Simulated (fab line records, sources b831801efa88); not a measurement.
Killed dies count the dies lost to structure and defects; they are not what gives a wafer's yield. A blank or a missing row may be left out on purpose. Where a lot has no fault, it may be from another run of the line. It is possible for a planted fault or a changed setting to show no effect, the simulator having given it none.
Check for tools in common    flow gf180mcu    13 lots, 39 wafers sampled

== THE REASON FOR OPENING IT ==
At GF_POLY_GATE_THK_MEAS_01 the reading POLY_GATE_CVD_00_THK is flagged on 3 of 13 lots. Wafers without a fault read 200.1 nm, standard deviation 2.2.
Rule: a lot is flagged in two cases, either no wafer of it has a number, or all its wafers with numbers fall more than 4 standard deviations from that mean. As for the other lots, they are considered sound.

lot   measured      on             POLY_GATE_CVD_00_THK (nm), wafer by wafer  flag
L764  day 8 09:08   film-metro-03  198.6 199.7 200.7                          
L765  day 8 15:31   film-metro-03  196.1 196.3 197.5                          
L766  day 9 01:29   film-metro-02  111.1 111.4 112.4                          FLAGGED
L767  day 9 07:19   film-metro-04  203.1 202.0 200.8                          
L769  day 9 22:03   film-metro-02  112.6 111.7 112.2                          FLAGGED
L770  day 10 06:22  film-metro-02  112.4 111.8 113.0                          FLAGGED
L777  day 12 06:37  film-metro-02  199.4 200.0 199.8                          
L780  day 13 04:40  film-metro-04  200.3 201.1 201.8                          
L783  day 14 00:07  film-metro-03  199.9 201.2 199.3                          
L784  day 14 08:32  film-metro-04  200.0 199.8 200.8                          
L785  day 14 18:11  film-metro-03  203.5 204.1 203.2                          
L786  day 15 02:21  film-metro-02  199.2 199.2 200.6                          
L787  day 15 02:22  film-metro-03  204.1 201.3 201.7                          
The numbers of the flagged lots are 112.1 nm on average: -88.0 nm against the usual, or -40 standard deviations.

== LOT BY LOT: THE TOOL USED ==
The record holds 1 process step before the reading, out of a route of 602 steps. Cell contents, in order: the tool; ch with the chambers the sampled wafers went through; the start.
lot   flag     GF_POLY_GATE_CVD_00
L764           lpcvd-01 ch 1, day 8 07:08
L765           lpcvd-01 ch 1, day 8 13:29
L766  FLAGGED  lpcvd-01 ch 0, day 8 23:29
L767           lpcvd-02 ch 1, day 9 05:56
L769  FLAGGED  lpcvd-01 ch 0, day 9 20:02
L770  FLAGGED  lpcvd-01 ch 1, day 10 04:22
L777           lpcvd-02 ch 1, day 12 05:17
L780           lpcvd-01 ch 1, day 13 03:19
L783           lpcvd-01 ch 1, day 13 22:46
L784           lpcvd-02 ch 0, day 14 07:12
L785           lpcvd-02 ch 0, day 14 16:52
L786           lpcvd-02 ch 1, day 15 01:01
L787           lpcvd-02 ch 0, day 15 01:01
What the steps here do:
- GF_POLY_GATE_CVD_00: deposits poly-Si, target thk 200 nm, time 1200 s.
- GF_POLY_GATE_THK_MEAS_01

== FLAGGED AGAINST TOTAL, ONE TOOL AT A TIME (gauges that did the reading follow at the end) ==
step                      tool           lots run  flagged  share of the flagged lots  sound lots run after its first flagged lot
GF_POLY_GATE_CVD_00       lpcvd-01       7         3        all                        2 (L780,L783)
GF_POLY_GATE_CVD_00       lpcvd-02       6         0        none                       -
GF_POLY_GATE_THK_MEAS_01  film-metro-02  5         3        all                        2 (L777,L786)
GF_POLY_GATE_THK_MEAS_01  film-metro-03  5         0        none                       -
GF_POLY_GATE_THK_MEAS_01  film-metro-04  3         0        none                       -

== WHAT THE TABLE PERMITS ==
lpcvd-01 at GF_POLY_GATE_CVD_00 and film-metro-02 at GF_POLY_GATE_THK_MEAS_01 are the 2 rows of the table that ran each flagged lot.
- lpcvd-01 at GF_POLY_GATE_CVD_00: 3 of its 7 lots flagged. Sound lots ran on it after the first flagged one (L780, L783), which a lasting fault on the whole tool wouldn't allow.
- film-metro-02 at GF_POLY_GATE_THK_MEAS_01: 3 of its 5 lots flagged. Sound lots ran on it after the first flagged one (L777, L786), which a lasting fault on the whole tool wouldn't allow.
Every row of the table either missed a flagged lot or ran a sound lot after the first.

== WHAT THE SIMULATOR HAD PUT IN ==
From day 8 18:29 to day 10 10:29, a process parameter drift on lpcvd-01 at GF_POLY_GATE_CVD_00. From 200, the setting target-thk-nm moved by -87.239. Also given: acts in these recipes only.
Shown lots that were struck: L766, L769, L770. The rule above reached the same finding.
